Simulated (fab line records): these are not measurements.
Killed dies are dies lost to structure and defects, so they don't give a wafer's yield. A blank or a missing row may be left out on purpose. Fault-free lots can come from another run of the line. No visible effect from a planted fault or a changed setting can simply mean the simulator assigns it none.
fab line records ; flow sfqLine
record lots=6; wafers=16; lastDay=83
route steps=325 shown M4@152 I4@163
lots that met no fault: taken from a fault-free run of the same line
startH: the number of hours between the record's first day and the start of the first shown wafer of the lot ; waitH: time in hours since the lot's previous step ; " identical to the entry in the row above ; L1.1+2: a row that stands for several wafers ; - no value, or no start was given ; * or withheld: withheld ; < > ~ a bound
route shown NAME@n: NAME is a module with steps in the file, n the number in the route of the first one ; usual: mean/standard deviation taken from wafers without a fault ; same: alike in all rows ; chamber/n: place in a boat ; sites: the reading at each site ; _std_site: how widely they spread, as a standard deviation ; _edge_site: outer sites' mean less inner sites' ; radiusMm: for every site, how far away it sits from the centre of the wafer ; mask NAME#n: copy n ; behind: the most recent tool/chamber to have shaped the wafer ; hold: what put the lot on hold/how long, in hours/how the hold closed ; device: which transistor (n, p or np) failed to switch ; end of line: the route-end tests of the same wafers ; step lacking rows: just its recipe ; killed: not the wafer's yield, but the dies lost to structure and defects at the first sort ; map: per-die view of a wafer (x killed, . not killed, _ where there is no die)
set.NAME: the setting that was run; set.NAME@STEP: the one run at that earlier step ; model.NAME: the simulator's own value behind a step, which no gauge read
certain route steps with their lots: each step a table, each wafer a row
services: from which hour (startH, from the record's first day; less than 0 if before it) a tool's chamber was out of use, for how many hours, and why
## steps
# step SFQ_TRILAYER_M4_LITHO_COAT_098
# recipe resist=BARC; spinRpm=3000; resistThkNm=62
# step SFQ_TRILAYER_M4_LITHO_COAT_093
# recipe resist=KrF; spinRpm=3000; resistThkNm=600
# step SFQ_TRILAYER_M4_LITHO_SOFTBAKE_097
# recipe tempC=withheld; timeS=withheld; resist=KrF
# step SFQ_TRILAYER_M4_LITHO_EXPOSE_094
# recipe maskId=M4; na=0.6; sourceShape=conventional; sigmaOuter=0.65; targetCdNm=500; doseMj=14.4
# step SFQ_TRILAYER_M4_LITHO_PEB_096
# recipe pebTempC=115; pebTimeS=60; resist=KrF
# step SFQ_TRILAYER_M4_LITHO_DEVELOP_095
# recipe timeS=60; resist=KrF
# step SFQ_M4_OVL_MEAS_926
# usual M4_OVL=3/4.7
lot.wafer;tool;chamber;startH;waitH;M4_OVL[nm]
L662.2;overlay-01;-;1066.64;0.1;-2
L662.4;overlay-01;-;1066.64;0.1;-3
L662.5;overlay-01;-;1066.64;0.1;-1
L667.1;overlay-01;-;1106.08;0.1;1
L667.5;overlay-01;-;1106.08;0.1;-3
L668.2;overlay-01;-;1113.29;0.1;4
L668.5;overlay-01;-;1113.29;0.1;7
L676.1;overlay-01;-;1182.96;0.1;-2
L676.4;overlay-01;-;1182.96;0.1;4
L676.6;overlay-01;-;1182.96;0.1;8
L677.1;overlay-02;-;1190.28;0.1;4
L677.2;overlay-02;-;1190.28;0.1;0
L677.6;overlay-02;-;1190.28;0.1;7
L678.3;overlay-01;-;1192.70;0.1;2
L678.4;overlay-01;-;1192.70;0.1;-2
L678.5;overlay-01;-;1192.70;0.1;0
# step SFQ_TRILAYER_M4_BARC_OPEN_METAL_ETCH_123
# recipe maskMaterial=PR; chemistry=O2; targetDepthNm=125; target=BARC; icpW=600; biasW=80; pressureMtorr=10; timeS=41.7
# usual drypumpMotorCurrentA=5.6/0.42; heBacksideLeakSccm=3.48/0.24; oesProductAu=0.685/0.0051
lot.wafer;tool;chamber;startH;waitH;drypumpMotorCurrentA;heBacksideLeakSccm;oesProductAu;rfHoursCounterH
L662.2;rieMetal-03;1;1066.67;0.0;5.0;3.71;0.688;71
L662.4;rieMetal-03;0;1066.67;0.0;6.0;3.48;0.687;-
L662.5;rieMetal-03;0;1066.67;0.0;6.0;3.44;0.677;-
L667.1;rieMetal-04;1;1106.12;0.0;5.3;3.72;0.686;120
L667.5;rieMetal-04;1;1106.12;0.0;5.3;3.62;0.687;-
L668.2;rieMetal-01;1;1113.32;0.0;5.6;3.76;0.691;7
L668.5;rieMetal-01;1;1113.32;0.0;5.7;3.60;0.681;-
L676.1;rieMetal-03;0;1182.99;0.0;6.0;3.50;0.684;5
L676.4;rieMetal-03;1;1182.99;0.0;5.0;3.81;0.684;-
L676.6;rieMetal-03;0;1182.99;0.0;6.0;3.58;0.692;-
L677.1;rieMetal-01;1;1190.32;0.0;5.7;3.50;0.680;16
L677.2;rieMetal-01;0;1190.32;0.0;5.3;3.16;0.690;43
L677.6;rieMetal-01;1;1190.32;0.0;5.6;3.18;0.686;-
L678.3;rieMetal-01;0;1192.74;0.0;5.3;3.25;0.682;-
L678.4;rieMetal-01;1;1192.74;0.0;5.6;3.40;0.687;-
L678.5;rieMetal-01;0;1192.74;0.0;5.3;3.30;0.683;-
# step SFQ_TRILAYER_M4_ETCH_METAL_ETCH_096
# recipe target=Nb; stopOn=SiO2; maskMaterial=PR; chemistry=Cl2/Ar; targetDepthNm=240; icpW=600; biasW=80; pressureMtorr=10; timeS=120
# usual drypumpMotorCurrentA=5.6/0.42; heBacksideLeakSccm=3.5/0.35; oesProductAu=0.893/0.0065
lot.wafer;tool;chamber;startH;waitH;drypumpMotorCurrentA;heBacksideLeakSccm;oesProductAu;rfHoursCounterH
L662.2;rieMetal-03;1;1066.73;0.0;5.0;3.7;0.901;71
L662.4;rieMetal-03;0;1066.73;0.0;6.0;3.7;0.893;-
L662.5;rieMetal-03;0;1066.73;0.0;6.0;3.8;0.895;-
L667.1;rieMetal-04;1;1106.18;0.0;5.3;3.4;0.892;120
L667.5;rieMetal-04;1;1106.18;0.0;5.3;3.5;0.891;-
L668.2;rieMetal-01;1;1113.38;0.0;5.6;3.5;0.897;7
L668.5;rieMetal-01;1;1113.38;0.0;5.7;3.3;0.896;-
L676.1;rieMetal-03;0;1183.05;0.0;5.9;3.3;0.894;5
L676.4;rieMetal-03;1;1183.05;0.0;5.0;3.4;0.886;-
L676.6;rieMetal-03;0;1183.05;0.0;6.0;3.5;0.890;-
L677.1;rieMetal-01;1;1190.38;0.0;5.7;3.7;0.896;16
L677.2;rieMetal-01;0;1190.38;0.0;5.3;3.5;0.893;43
L677.6;rieMetal-01;1;1190.38;0.0;5.7;6.9;0.892;-
L678.3;rieMetal-01;0;1192.82;0.1;5.3;3.2;0.891;-
L678.4;rieMetal-01;1;1192.82;0.1;5.7;3.2;0.885;-
L678.5;rieMetal-01;0;1192.82;0.1;5.3;3.4;0.898;-
# step SFQ_TRILAYER_M4_STRIP_STRIP_097
# recipe gas=O2; powerW=200; platenTempC=40; overashFraction=0.65; chemistry=O2; pressureMtorr=50
# usual drypumpMotorCurrentA=5.6/0.42; heBacksideLeakSccm=3.50/0.2; oesProductAu=0.999/0.0074
lot.wafer;tool;chamber;startH;waitH;drypumpMotorCurrentA;heBacksideLeakSccm;oesProductAu;rfHoursCounterH
L662.2;rieMetal-03;1;1066.86;0.1;5.0;3.55;1.003;71
L662.4;rieMetal-03;0;1066.86;0.1;6.0;3.63;1.000;-
L662.5;rieMetal-03;0;1066.86;0.1;6.0;3.62;1.015;-
L667.1;rieMetal-04;1;1106.30;0.1;5.3;3.45;0.996;120
L667.5;rieMetal-04;1;1106.30;0.1;5.3;3.62;0.998;-
L668.2;rieMetal-01;1;1113.50;0.1;5.7;3.57;0.995;7
L668.5;rieMetal-01;1;1113.50;0.1;5.6;3.65;0.997;-
L676.1;rieMetal-03;0;1183.18;0.1;6.0;3.40;0.989;6
L676.4;rieMetal-03;1;1183.18;0.1;5.0;3.82;0.993;-
L676.6;rieMetal-03;0;1183.18;0.1;6.0;3.29;1.001;-
L677.1;rieMetal-01;1;1190.50;0.1;5.6;3.27;0.985;16
L677.2;rieMetal-01;0;1190.50;0.1;5.3;2.95;0.995;43
L677.6;rieMetal-01;1;1190.50;0.1;5.7;3.52;0.996;-
L678.3;rieMetal-01;0;1193.10;0.2;5.3;3.68;1.009;-
L678.4;rieMetal-01;1;1193.10;0.2;5.7;3.52;1.002;-
L678.5;rieMetal-01;0;1193.10;0.2;5.3;3.41;1.004;-
# step SFQ_TRILAYER_M4_STRIP_SOLV_CLEAN_098
# recipe chemistry=NMP; tempC=70; timeS=600
# step SFQ_TRILAYER_I4_DEP_PECVD_099
# recipe material=SiO2; tempC=150; timeS=111.11; pressureTorr=2.4; rfW=183.3; precursor=SiH4/N2O; targetThkNm=500
# usual heaterPowerW=79/14; runLengthS=138.9/0.44; showerheadVppV=817/25; susceptorTempC=150.00/0.13; throttleValvePct=24.4/1.2
lot.wafer;tool;chamber;startH;waitH;heaterPowerW;runLengthS;showerheadVppV;susceptorTempC;throttleValvePct;model.SiO2_of_TRILAYER_I4_DEP_PECVD_099.thkNm
L662.2;pecvd-01;1;1067.63;0.0;78;138.7;801;149.91;23.4;493.1
L662.4;pecvd-01;0;1067.63;0.0;105;138.6;799;150.12;24.2;491.8
L662.5;pecvd-01;1;1067.63;0.0;82;138.9;789;150.04;23.5;503.4
L667.1;pecvd-04;0;1107.08;0.0;77;134.0;841;-;24.5;479.2
L667.5;pecvd-04;0;1107.08;0.0;62;134.1;827;-;24.6;477.3
L668.2;pecvd-04;1;1114.29;0.0;87;139.1;852;149.90;24.0;496.2
L668.5;pecvd-04;0;1114.29;0.0;75;133.7;834;-;24.3;479.7
L676.1;pecvd-01;2;1183.97;0.0;62;138.8;785;150.07;25.2;499.6
L676.4;pecvd-01;2;1183.97;0.0;47;138.7;784;150.13;25.5;510.8
L676.6;pecvd-01;0;1183.97;0.0;111;138.6;803;150.08;24.7;504.9
L677.1;pecvd-01;2;1191.28;0.0;56;138.7;786;150.03;25.5;504
L677.2;pecvd-01;0;1191.28;0.0;99;138.7;788;150.03;24.6;492.4
L677.6;pecvd-01;2;1191.28;0.0;59;138.5;782;149.79;25.8;504.4
L678.3;pecvd-04;0;1193.71;0.0;73;139.0;840;150.01;24.7;496.5
L678.4;pecvd-04;2;1193.71;0.0;78;139.1;790;150.12;26.7;505.2
L678.5;pecvd-04;0;1193.71;0.0;75;139.4;827;150.12;24.8;511.8
# step SFQ_TRILAYER_I4_CMP_CMP_100
# recipe material=SiO2; downForcePsi=3; platenRpm=60; padVelocityMS=0.94248
# usual motorCurrentA=10.7/0.64; slurryFilterDpKPa=13.52/0.13; timeToEndpointS=217/6.4
lot.wafer;tool;chamber;startH;waitH;motorCurrentA;slurryFilterDpKPa;timeToEndpointS
L662.2;cmp-02;2;1068.81;1.1;12.1;13.43;206
L662.4;cmp-02;0;1069.81;2.1;9.8;13.49;206
L662.5;cmp-02;2;1070.81;3.1;12.0;13.34;213
L667.1;cmp-01;1;1111.76;4.6;10.8;13.37;205
L667.5;cmp-01;3;1112.76;5.6;10.8;13.48;201
L668.2;cmp-01;1;1118.26;3.9;10.6;13.57;211
L668.5;cmp-01;2;1118.26;3.9;10.5;13.65;200
L676.4;cmp-02;3;1192.94;8.9;11.0;13.88;219
L676.1;cmp-02;0;1192.94;8.9;10.3;13.38;215
L676.6;cmp-02;0;1195.44;11.4;10.1;13.59;220
L677.1;cmp-02;2;1198.94;7.6;11.9;13.64;221
L677.2;cmp-02;1;1200.44;9.1;10.8;13.62;219
L677.6;cmp-02;2;1200.44;9.1;11.4;13.55;223
L678.3;cmp-01;3;1200.62;6.9;11.3;13.62;215
L678.4;cmp-01;1;1201.62;7.8;10.4;13.43;216
L678.5;cmp-01;2;1201.62;7.8;10.5;13.78;222
## services
tool;chamber;startH;hours;kind
pecvd-04;-;1062.62;0.4;repair
rieMetal-01;1;1072.21;14.3;repair
cmp-02;-;1091.64;4.0;pm
cmp-02;-;1095.64;-;consumableReplace:conditioner
cmp-02;-;1095.64;-;consumableReplace:pad
pecvd-04;2;1099.63;22.5;repair
rieMetal-01;-;1101.60;1.4;pm
rieMetal-03;0;1109.71;-;clean
rieMetal-03;0;1109.71;-;consumableReplace:focusRing
rieMetal-03;0;1109.71;27.2;scheduledDown
rieMetal-03;0;1109.71;27.2;ventCycle
rieMetal-01;1;1114.51;17.4;repair
cmp-01;-;1122.48;0.6;repair
cmp-02;-;1136.68;1.0;repair
cmp-01;-;1142.03;4.3;repair
cmp-02;-;1169.11;0.8;repair
pecvd-01;-;1182.57;0.7;repair
## key
firstSign step=SFQ_TRILAYER_I4_DEP_PECVD_099; reading=runLengthS; direction=down; sigmas=11; usual=*; struck=*
effect none on later readings
modelEffect step=SFQ_TRILAYER_I4_DEP_PECVD_099; value=SiO2_of_TRILAYER_I4_DEP_PECVD_099.thkNm; without=501.8; struck=478.7
metAt SFQ_TRILAYER_I4_DEP_PECVD_099
struckWafers L667.1,L667.5,L668.5
fault kind=processParameterDrift; tool=pecvd-04; chamber=-; onsetH=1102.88; steps=SFQ_TRILAYER_I4_DEP_PECVD_099; channel=timeS; offset=*; shape=step; endH=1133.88; scope=struckWafersOnly; actsIn=*; stated=*
